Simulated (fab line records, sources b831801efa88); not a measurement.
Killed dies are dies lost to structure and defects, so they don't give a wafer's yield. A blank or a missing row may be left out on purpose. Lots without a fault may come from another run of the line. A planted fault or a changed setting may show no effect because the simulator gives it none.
fab line records | flow sky130
record lots=13 wafers=39 last_day=50
route steps=708 shown LDD_N@241 LI_CONTACT@374 LOCAL_INTERCONNECT@388 METAL1@436 PAD_OPEN@708
lots that met no fault: from a run of the same line without faults
start_h: hours from the record's first day to the start of the lot's first wafer shown | wait_h: hours since the lot's step before | " the same as in the row above | L1.1+2: a row that stands for several wafers | - no value, or no start given | * or withheld: withheld | < > ~ a bound
route shown NAME@n: a module of which the file shows steps, and the number in the route of the first | usual: mean/standard deviation of fault-free wafers | same: alike in all rows | chamber/n: place in a boat | sites: the reading at each site | _std_site: their standard deviation | _edge_site: outer sites' mean less inner sites' | radius_mm: how far each site lies from the wafer's centre | mask NAME#n: copy n | behind: the tool/chamber that last shaped the wafer | hold: why the lot was held/for how many hours/how that ended | device: the transistor (n, p or np) that didn't switch | end of line: the same wafers' tests at the end of the route | a step without rows: its recipe alone | killed: dies lost to structure and defects at the first sort, not the wafer's yield | map: a wafer's dies, x killed, . not, _ none there
set.NAME: the setting as run; set.NAME@STEP: as run at that earlier step | model.NAME: the simulator's own value behind a step, which no gauge read
steps of the route over a sample of lots; a table a step, a row a wafer
services: from which hour (start_h, from the record's first day; less than 0 if before it) a tool's chamber was out of use, for how many hours, and why
## steps
# step SKY_LDD_N_EXPOSE_04
# recipe mask_id=NTM target_cd_nm=840 na=0.6 source_shape=conventional sigma_outer=0.6 dose_mj=110
# same na=0.6
# columns lot.wafer tool chamber start_h wait_h mask
L784.2+4+5 iline_stepper-02 0 392.66 - NTM#0
L785.2+3+6 iline_stepper-02 0 405.98 - NTM#0
L788.2+3+4 iline_stepper-01 0 449.68 - NTM#0
L789.1+5+6 iline_stepper-02 0 451.45 - NTM#0
L790.1+2+5 iline_stepper-01 0 470.04 - NTM#0
L792.3+5+6 iline_stepper-02 0 475.25 - NTM#0
L793.3+4+6 iline_stepper-01 0 479.76 - NTM#0
L794.1+3+4 iline_stepper-02 0 490.40 - NTM#0
L795.3+4+6 iline_stepper-01 0 500.78 - NTM_R1#0
L798.3+5+6 iline_stepper-01 0 536.80 - NTM#0
L803.1+3+6 iline_stepper-01 0 594.90 - NTM#0
L804.1+3+6 iline_stepper-02 0 596.01 - NTM#0
L805.1+2+3 iline_stepper-01 0 603.06 - NTM#0
# step SKY_LI_CONTACT_CD_MEAS_12
# recipe target_cd_nm=170
# usual cd_nm=169.8/1.8
# columns lot.wafer tool chamber start_h wait_h cd_nm
L784.2 cd_sem-01 - 678.38 - 169.6
L784.4 " - " " 171.3
L784.5 " - " " 170.5
L785.2 cd_sem-02 - 691.43 - 168.6
L785.3 " - " " 170.2
L785.6 " - " " 168.3
L788.2 cd_sem-01 - 727.29 - 172.8
L788.3 " - " " 171.6
L788.4 " - " " 173.0
L789.1 cd_sem-02 - 730.52 - 170.4
L789.5 " - " " 168.6
L789.6 " - " " 169.6
L790.1 cd_sem-02 - 746.31 - 172.9
L790.2 " - " " 173.5
L790.5 " - " " 172.5
L792.3 cd_sem-01 - 752.30 - 169.7
L792.5 " - " " 169.6
L792.6 " - " " 168.4
L793.3 cd_sem-02 - 755.81 - 167.8
L793.4 " - " " 168.6
L793.6 " - " " 168.2
L794.1 cd_sem-02 - 766.67 - 171.3
L794.3 " - " " 170.7
L794.4 " - " " 171.4
L795.3 cd_sem-02 - 775.81 - 169.3
L795.4 " - " " 169.1
L795.6 " - " " 168.9
L798.3 cd_sem-01 - 813.05 - 170.6
L798.5 " - " " 170.7
L798.6 " - " " 169.4
L804.1 cd_sem-02 - 860.27 - 170.5
L804.3 " - " " 172.0
L804.6 " - " " 170.6
L803.1 cd_sem-01 - 860.56 - 169.2
L803.3 " - " " 169.3
L803.6 " - " " 169.5
L805.1 cd_sem-01 - 864.73 - 168.9
L805.2 " - " " 169.6
L805.3 " - " " 169.2
# step SKY_LOCAL_INTERCONNECT_RS_MEAS_01
# recipe thk_meas_gauge=four-point-probe reads=TiN_of_LOCAL_INTERCONNECT_SPUTTER_00
# usual LOCAL_INTERCONNECT_TIN_RS=14.12/0.17
# columns lot.wafer tool chamber start_h wait_h LOCAL_INTERCONNECT_TIN_RS[ohm/sq]
L784.2 film_metro-04 - 679.78 0.1 13.99
L784.4 " - " " 13.98
L784.5 " - " " 13.84
L785.2 film_metro-03 - 692.83 0.1 14.30
L785.3 " - " " 14.13
L785.6 " - " " 13.99
L788.2 film_metro-02 - 728.67 0.1 14.33
L788.3 " - " " 14.23
L788.4 " - " " 14.32
L789.1 film_metro-03 - 731.90 0.0 14.27
L789.5 " - " " 14.30
L789.6 " - " " 14.15
L790.1 film_metro-03 - 747.70 0.0 14.23
L790.2 " - " " 13.91
L790.5 " - " " 14.08
L792.3 film_metro-02 - 753.68 0.1 14.38
L792.5 " - " " 14.46
L792.6 " - " " 14.22
L793.3 film_metro-04 - 757.21 0.1 14.33
L793.4 " - " " 13.97
L793.6 " - " " 14.33
L794.1 film_metro-02 - 768.05 0.0 14.11
L794.3 " - " " 14.18
L794.4 " - " " 13.90
L795.3 film_metro-04 - 777.19 0.1 14.14
L795.4 " - " " 14.05
L795.6 " - " " 14.16
L798.3 film_metro-02 - 814.45 0.1 14.30
L798.5 " - " " 14.07
L798.6 " - " " 14.39
L804.1 film_metro-03 - 861.66 0.0 14.03
L804.3 " - " " 13.76
L804.6 " - " " 13.99
L803.1 film_metro-02 - 861.95 0.0 14.19
L803.3 " - " " 14.18
L803.6 " - " " 14.46
L805.1 film_metro-02 - 866.12 0.0 14.14
L805.2 " - " " 13.94
L805.3 " - " " 14.19
# step SKY_METAL1_SPUTTER_02
# recipe material=AlCu target_thk_nm=250 power_w=10600 time_s=13.3 chamber_pressure_pa=0.4
# usual chamber_pressure_pa=0.3999/0.00078 throttle_valve_pct=30.0/1.3
# columns lot.wafer tool chamber start_h wait_h chamber_pressure_pa throttle_valve_pct
L784.2 pvd_sputter-04 - 738.25 0.0 0.3993 32.1
L784.4 " - " " 0.3994 32.2
L784.5 " - " " 0.4003 29.1
L785.2 pvd_sputter-03 - 749.64 0.0 0.3996 31.1
L785.3 " - " " 0.3997 29.7
L785.6 " - " " 0.3987 30.0
L788.2 pvd_sputter-03 - 784.53 0.0 0.4005 29.4
L788.3 " - " " 0.4002 31.1
L788.4 " - " " 0.4001 28.3
L789.1 pvd_sputter-03 - 788.63 0.0 0.3995 30.9
L789.5 " - " " 0.3989 30.7
L789.6 " - " " 0.3998 28.5
L790.1 pvd_sputter-04 - 803.62 0.0 0.4007 29.3
L790.2 " - " " 0.3988 31.9
L790.5 " - " " 0.3991 28.4
L792.3 pvd_sputter-02 - 809.82 0.0 0.4007 30.5
L792.5 " - " " 0.4001 30.4
L792.6 " - " " 0.3991 29.4
L793.3 pvd_sputter-04 - 814.12 0.0 0.3996 32.2
L793.4 " - " " 0.4006 28.3
L793.6 " - " " 0.4000 31.9
L794.1 pvd_sputter-02 - 823.45 0.0 0.4002 28.5
L794.3 " - " " 0.4007 30.3
L794.4 " - " " 0.3992 30.1
L795.3 pvd_sputter-02 - 832.35 0.0 0.4007 29.1
L795.4 " - " " 0.3988 28.2
L795.6 " - " " 0.4010 29.1
L798.3 pvd_sputter-04 - 870.50 0.0 0.4004 29.3
L798.5 " - " " 0.3995 31.9
L798.6 " - " " 0.3996 28.5
L804.1 pvd_sputter-02 - 915.50 0.0 0.4004 29.1
L804.3 " - " " 0.4009 29.9
L804.6 " - " " 0.4013 29.1
L803.1 pvd_sputter-04 - 916.10 0.0 0.3994 32.1
L803.3 " - " " 0.3999 28.5
L803.6 " - " " 0.3998 32.2
L805.1 pvd_sputter-03 - 920.40 0.0 0.4005 29.9
L805.2 " - " " 0.3987 29.3
L805.3 " - " " 0.4007 28.7
# step SKY_PAD_OPEN_PROBE_99
# usual killed_at_M0_to_M3=43/6.6 killed_at_M4_up=3.1/1.6 killed_at_contacts=23/5.6 killed_at_front_end=15/4.2 killed_at_other=0.2/0.43 killed_dies=85/9.3 killed_on_rim=17/3.6 killed_open=46/6.6 killed_short=39/6.2
# same gross_dies=492 killed_at_back_side=0
# columns lot.wafer tool chamber start_h wait_h killed_at_M0_to_M3 killed_at_M4_up killed_at_contacts killed_at_front_end killed_at_other killed_dies killed_on_rim killed_open killed_short
L789.1 prober-02 - 1117.39 0.1 30 5 29 7 0 71 10 43 28
L789.5 prober-02 - 1117.59 0.2 59 2 17 19 0 97 22 54 43
L789.6 prober-02 - 1117.64 0.2 42 2 26 26 0 96 21 53 43
L790.1 prober-01 - 1121.18 0.1 47 3 21 9 0 80 16 38 42
L790.2 prober-01 - 1121.23 0.1 36 2 30 9 0 77 14 42 35
L790.5 prober-01 - 1121.38 0.2 38 4 24 11 0 77 17 42 35
L793.3 prober-02 - 1133.06 0.2 49 2 19 10 0 80 20 37 43
L793.4 prober-02 - 1133.11 0.2 36 5 34 16 0 91 22 51 40
L793.6 prober-02 - 1133.21 0.2 38 3 29 10 0 80 14 38 42
L795.3 prober-02 - 1143.50 0.2 46 2 28 17 1 94 24 49 45
L795.4 prober-02 - 1143.55 0.2 36 4 26 24 0 90 14 47 43
L795.6 prober-02 - 1143.65 0.2 44 4 38 15 0 101 19 46 55
L803.1 prober-01 - 1201.35 0.1 45 2 20 18 0 85 12 41 41
L803.3 prober-01 - 1201.45 0.2 47 2 22 10 0 81 12 46 35
L803.6 prober-01 - 1201.60 0.2 40 3 32 9 1 85 16 50 35
L805.1 prober-02 - 1204.39 0.1 52 3 22 17 0 94 17 50 44
L805.2 prober-02 - 1204.44 0.1 39 6 15 7 0 67 14 41 26
L805.3 prober-02 - 1204.49 0.2 40 3 21 13 0 77 16 42 35
# killed by level:class
L789.1 CONTACT:geometric_particle:open=12 LI_CONTACT:geometric_particle:open=9 VIA3:geometric_particle:open=7 VIA1:geometric_particle:open=5 METAL4:geometric_particle:short=4 FIELD_ISO:geometric_particle:short=3 CONTACT:geometric_particle:short=3 METAL1:geometric_particle:short=3
L789.5 VIA1:geometric_particle:open=14 VIA2:geometric_particle:open=14 FIELD_ISO:geometric_particle:short=8 METAL1:geometric_particle:short=8 CONTACT:geometric_particle:open=7 VIA1:geometric_particle:short=6 LI_CONTACT:geometric_particle:open=5 VIA2:geometric_particle:short=4
L789.6 LI_CONTACT:geometric_particle:open=10 VIA2:geometric_particle:open=8 VIA3:geometric_particle:open=8 CONTACT:geometric_particle:open=7 FIELD_ISO:geometric_particle:short=6 POLY_GATE:geometric_particle:open=5 VIA1:geometric_particle:short=5 FIELD_ISO:geometric_particle:open=4
L790.1 VIA3:geometric_particle:open=10 VIA1:geometric_particle:open=7 VIA2:geometric_particle:open=6 VIA1:geometric_particle:short=6 METAL2:geometric_particle:short=6 LI_CONTACT:geometric_particle:open=5 LOCAL_INTERCONNECT:geometric_particle:short=5 CONTACT:geometric_particle:short=5
L790.2 LI_CONTACT:geometric_particle:open=14 CONTACT:geometric_particle:open=7 VIA1:geometric_particle:open=7 METAL2:geometric_particle:short=6 VIA3:geometric_particle:open=5 LOCAL_INTERCONNECT:geometric_particle:short=4 METAL1:geometric_particle:short=4 VIA1:geometric_particle:short=4
L790.5 VIA1:geometric_particle:open=11 CONTACT:geometric_particle:open=9 VIA2:geometric_particle:open=8 LOCAL_INTERCONNECT:geometric_particle:short=5 CONTACT:geometric_particle:short=5 FIELD_ISO:geometric_particle:short=4 LI_CONTACT:geometric_particle:open=4 METAL1:geometric_particle:short=4
L793.3 METAL2:geometric_particle:short=13 METAL1:geometric_particle:short=10 VIA3:geometric_particle:open=7 CONTACT:geometric_particle:open=6 LOCAL_INTERCONNECT:geometric_particle:open=5 VIA1:geometric_particle:short=4 VIA1:geometric_particle:open=4 VIA2:geometric_particle:open=4
L793.4 CONTACT:geometric_particle:open=12 VIA1:geometric_particle:open=10 VIA2:geometric_particle:open=9 LI_CONTACT:geometric_particle:short=7 LI_CONTACT:geometric_particle:open=7 VIA3:geometric_particle:open=5 METAL4:geometric_particle:short=5 FIELD_ISO:geometric_particle:open=4
L793.6 CONTACT:geometric_particle:open=15 METAL2:geometric_particle:short=11 METAL1:geometric_particle:short=7 VIA1:geometric_particle:open=7 CONTACT:geometric_particle:short=5 FIELD_ISO:geometric_particle:short=4 LOCAL_INTERCONNECT:geometric_particle:short=4 VIA2:geometric_particle:open=4
L795.3 CONTACT:geometric_particle:open=12 METAL2:geometric_particle:short=10 VIA1:geometric_particle:open=10 CONTACT:geometric_particle:short=7 FIELD_ISO:geometric_particle:short=6 FIELD_ISO:geometric_particle:open=5 VIA2:geometric_particle:open=5 VIA3:geometric_particle:open=5
L795.4 CONTACT:geometric_particle:open=11 FIELD_ISO:geometric_particle:short=7 CONTACT:geometric_particle:short=7 VIA1:geometric_particle:open=7 METAL2:geometric_particle:short=7 POLY_GATE:geometric_particle:open=6 POLY_GATE:geometric_particle:short=4 LI_CONTACT:geometric_particle:open=4
L795.6 CONTACT:geometric_particle:open=13 METAL2:geometric_particle:short=12 VIA1:geometric_particle:open=8 CONTACT:geometric_particle:short=7 LOCAL_INTERCONNECT:geometric_particle:short=6 FIELD_ISO:geometric_particle:short=5 VIA2:geometric_particle:open=5 LI_CONTACT:geometric_particle:short=4
L803.1 LI_CONTACT:geometric_particle:open=8 CONTACT:geometric_particle:open=7 METAL1:geometric_particle:short=7 METAL3:geometric_particle:short=6 VIA1:geometric_particle:open=6 VIA2:geometric_particle:open=6 FIELD_ISO:geometric_particle:open=4 FIELD_ISO:geometric_particle:short=4
L803.3 VIA3:geometric_particle:open=11 LI_CONTACT:geometric_particle:open=8 VIA2:geometric_particle:open=8 VIA1:geometric_particle:open=7 CONTACT:geometric_particle:open=5 VIA1:geometric_particle:short=5 FIELD_ISO:geometric_particle:short=4 LI_CONTACT:geometric_particle:short=4
L803.6 CONTACT:geometric_particle:open=12 LI_CONTACT:geometric_particle:open=10 VIA3:geometric_particle:open=8 VIA1:geometric_particle:open=6 VIA1:geometric_particle:short=5 METAL1:geometric_particle:short=4 POLY_GATE:geometric_particle:open=4 VIA2:geometric_particle:short=4
L805.1 CONTACT:geometric_particle:open=11 METAL2:geometric_particle:short=11 VIA1:geometric_particle:open=8 VIA2:geometric_particle:open=8 FIELD_ISO:geometric_particle:short=5 LI_CONTACT:geometric_particle:open=5 METAL1:geometric_particle:short=5 VIA1:geometric_particle:short=5
L805.2 VIA1:geometric_particle:open=10 VIA3:geometric_particle:open=9 CONTACT:geometric_particle:open=6 METAL4:geometric_particle:short=5 LOCAL_INTERCONNECT:geometric_particle:short=4 VIA1:geometric_particle:short=4 FIELD_ISO:geometric_particle:open=3 METAL2:geometric_particle:open=3
L805.3 VIA2:geometric_particle:open=11 CONTACT:geometric_particle:open=8 VIA1:geometric_particle:open=7 POLY_GATE:geometric_particle:short=7 CONTACT:geometric_particle:short=6 METAL2:geometric_particle:short=5 LI_CONTACT:geometric_particle:open=4 VIA3:geometric_particle:open=4
## services
# columns tool chamber start_h hours kind
pvd_sputter-04 - 384.09 7.3 repair
iline_stepper-01 - 486.04 2.6 repair
iline_stepper-02 - 498.47 1.7 pm
pvd_sputter-04 - 516.71 3.3 repair
iline_stepper-01 - 520.40 1.7 pm
iline_stepper-01 - 597.78 4.1 repair
pvd_sputter-02 - 599.02 1.2 repair
pvd_sputter-04 - 615.04 5.3 repair
iline_stepper-02 - 634.15 2.8 repair
pvd_sputter-04 - 655.27 3.0 repair
iline_stepper-02 - 662.57 24.4 repair
pvd_sputter-04 - 673.95 0.9 repair
iline_stepper-02 - 716.65 1.7 pm
iline_stepper-01 - 723.51 4.4 pm
pvd_sputter-04 - 728.96 1.7 repair
iline_stepper-01 - 738.58 1.7 pm
iline_stepper-02 - 811.61 4.3 pm
pvd_sputter-04 - 829.68 2.6 repair
pvd_sputter-04 - 842.94 2.8 repair
pvd_sputter-04 - 905.54 3.6 repair
iline_stepper-01 - 913.37 2.1 pm
iline_stepper-01 - 915.45 - consumable_replace:lamp
## key
first_sign step=SKY_LDD_N_EXPOSE_04 reading=mask direction=changed
effect none on later readings
met_at SKY_LDD_N_EXPOSE_04
struck_lots L795
tester_left_out L795
not_acting_at SKY_LI_CONTACT_CD_MEAS_12,SKY_LOCAL_INTERCONNECT_RS_MEAS_01,SKY_METAL1_SPUTTER_02
onset_between 479.76 500.78
fault kind=wrong_mask tool=any chamber=- onset_h=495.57 steps=SKY_LDD_N_EXPOSE_04 aux_copy=NTM_R1#0 cd_offset_nm=-101 scope=struck_lots_only
# tester_left_out: of these lots the tester's yield and bins aren't shown, on N5 and GAA mostly nor the transistor test; their killed dies are dies lost to structure and defects alone, not to doping, threshold or leakage, so they don't give the yield
